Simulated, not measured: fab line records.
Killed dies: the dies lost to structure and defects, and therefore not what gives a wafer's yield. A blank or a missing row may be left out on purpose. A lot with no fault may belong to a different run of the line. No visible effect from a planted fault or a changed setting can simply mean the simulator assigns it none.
Which tool was responsible? | flow sky130 | 33 wafers from 11 lots sampled at 2 of the route's 708 steps

## WHAT EACH GAUGE READ, for each wafer
SKY_METAL1_RS_MEAS_05: the measuring method here is four-point-probe.
lot  | measured     | on            | METAL1_ALCU_RS (ohm/sq)
L399 | day 31 18:31 | film-metro-01 | 0.1270 0.1259 0.1259
L402 | day 32 21:52 | film-metro-01 | 0.1266 0.1272 0.1267
L403 | day 33 08:28 | film-metro-04 | 0.1255 0.1267 0.1264
L406 | day 34 13:37 | film-metro-04 | 0.1295 0.1291 0.1294
L407 | day 34 18:37 | film-metro-04 | 0.1237 0.1231 0.1246
L409 | day 35 05:14 | film-metro-02 | 0.1290 0.1286 0.1276
L411 | day 36 00:28 | film-metro-02 | 0.1254 0.1262 0.1261
L413 | day 36 16:27 | film-metro-04 | 0.1276 0.1242 0.1248
L414 | day 36 21:00 | film-metro-04 | 0.1264 0.1295 0.1272
L415 | day 37 04:52 | film-metro-04 | 0.1267 0.1254 0.1259
L419 | day 38 06:28 | film-metro-02 | 0.1252 0.1258 0.1248

## WHICH TOOL RAN EACH LOT (tool, then ch and the chambers of the sampled wafers, then the start)
lot  | SKY_METAL1_SPUTTER_00
L399 | pvd-sputter-01, day 31 18:22
L402 | pvd-sputter-02, day 32 21:41
L403 | pvd-sputter-01, day 33 08:19
L406 | pvd-sputter-02, day 34 13:28
L407 | pvd-sputter-04, day 34 18:28
L409 | pvd-sputter-02, day 35 05:06
L411 | pvd-sputter-02, day 36 00:17
L413 | pvd-sputter-04, day 36 16:19
L414 | pvd-sputter-04, day 36 20:50
L415 | pvd-sputter-02, day 37 04:42
L419 | pvd-sputter-01, day 38 06:17
- SKY_METAL1_SPUTTER_00: material Ti, target thk 15 nm, time 10 s.

## THE ANSWER, worked out from the rows above alone
Rule: the lots themselves supply what counts as usual. Put in order of their means at a reading, lots are off if they are a third of the lots or fewer, leave a main group of 4 or more, and stand apart from it by a gap of 3 or more times the standard deviation of the main group's means; of several such gaps the widest counts. Not used: any main group whose means are identical at the precision the tables above print for the reading. Also off: a lot with no number at a reading for which 4 or more lots have one. Any other lot the step has rows for is counted as sound.
None of the lots is off at any reading shown; this tells nothing.

## WHAT THE SIMULATOR HAD INSERTED
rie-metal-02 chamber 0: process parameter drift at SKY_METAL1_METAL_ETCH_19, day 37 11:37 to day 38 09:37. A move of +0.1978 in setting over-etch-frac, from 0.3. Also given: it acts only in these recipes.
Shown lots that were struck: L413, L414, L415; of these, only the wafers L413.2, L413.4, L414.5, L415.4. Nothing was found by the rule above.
